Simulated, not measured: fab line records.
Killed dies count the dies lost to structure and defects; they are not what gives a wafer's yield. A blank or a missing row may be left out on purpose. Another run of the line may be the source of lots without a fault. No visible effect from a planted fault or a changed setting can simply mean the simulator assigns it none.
2 desks, one fault ; flow sky130 ; each desk has only its own numbers; what lay behind them comes last

== AT THE METROLOGY DESK ==
Means of the sampled wafers that have a number, per lot and without regard to the tool the lot ran on: this is what the gauges read. A lot is out of limits, marked OUT, if its mean lies more than 4 standard deviations from the usual mean; the brackets give that distance.
Columns: A = VT_ADJUST_PCH_TW at SKY_VT_ADJUST_PCH_TW_MEAS_10, usual 142.5
lot;first seen here;A
L415;day 10 06:21;142.2
L417;day 11 08:23;147.2 (+5.9) OUT
L421;day 12 04:41;149.4 (+8.7) OUT
L424;day 13 04:48;142.3
L429;day 14 21:18;141.5
L430;day 15 06:14;141.8
L431;day 15 12:47;142.8
L433;day 16 04:11;141.9
L436;day 16 16:29;142.5
L437;day 16 23:27;141.5
L438;day 17 12:51;142.9
Per this desk, out of limits: L417, L421; the first was L417, day 11 08:23 (VT_ADJUST_PCH_TW at SKY_VT_ADJUST_PCH_TW_MEAS_10). Within limits: L415, L424, L429, L430, L431, L433, L436, L437, L438.

== THE TOOL OWNER'S DESK: implanter-01 ==
SKY_VT_ADJUST_PCH_IMPLANT_08, tool's own readings: per-lot mean of the sampled wafers with a number, covering each lot this tool ran. A lot is out of limits, marked OUT, if its mean lies more than 4 standard deviations from the usual mean; the brackets give that distance.
Columns: A = beamOnS at SKY_VT_ADJUST_PCH_IMPLANT_08, usual 10.01 s; B = endStationPressureTorr at SKY_VT_ADJUST_PCH_IMPLANT_08, usual 4.98e-06 Torr; C = faradayCurrentUA at SKY_VT_ADJUST_PCH_IMPLANT_08, usual 2.82
lot;first seen here;A;B;C
L417;day 11 08:08;11.84 (+8.7) OUT;8.71e-05 (+99 or more) OUT;2.37 (-7.7) OUT
L421;day 12 04:27;11.72 (+8.2) OUT;8.94e-05 (+99 or more) OUT;2.39 (-7.3) OUT
L430;day 15 05:59;9.95;5.15e-06;2.83
L431;day 15 12:32;9.65;4.84e-06;2.91
L438;day 17 12:38;10.05;4.89e-06;2.81
This desk's verdict: out of limits on L417, L421, starting with L417 at day 11 08:08 (beamOnS at SKY_VT_ADJUST_PCH_IMPLANT_08). Within limits: L430, L431, L438.

== ALL TOGETHER ==
An alarm could have come from the tool owner's desk at day 11 08:08, on L417, L421.
On L417, L421, the metrology desk was in a position to raise an alarm at day 11 08:23.
All the named lots went through SKY_VT_ADJUST_PCH_IMPLANT_08 on implanter-01.

== WHAT THE SIMULATOR HAD INSERTED ==
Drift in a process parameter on implanter-01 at SKY_VT_ADJUST_PCH_IMPLANT_08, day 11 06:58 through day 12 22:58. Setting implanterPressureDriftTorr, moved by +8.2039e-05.
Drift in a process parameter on implanter-01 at SKY_VT_ADJUST_PCH_IMPLANT_08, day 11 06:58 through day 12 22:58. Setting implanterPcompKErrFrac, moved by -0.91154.
Struck lots among those shown: L417, L421.
Time in hours from fault onset to the first out-of-limits reading at each desk: tool owner's desk 1, metrology desk 1.
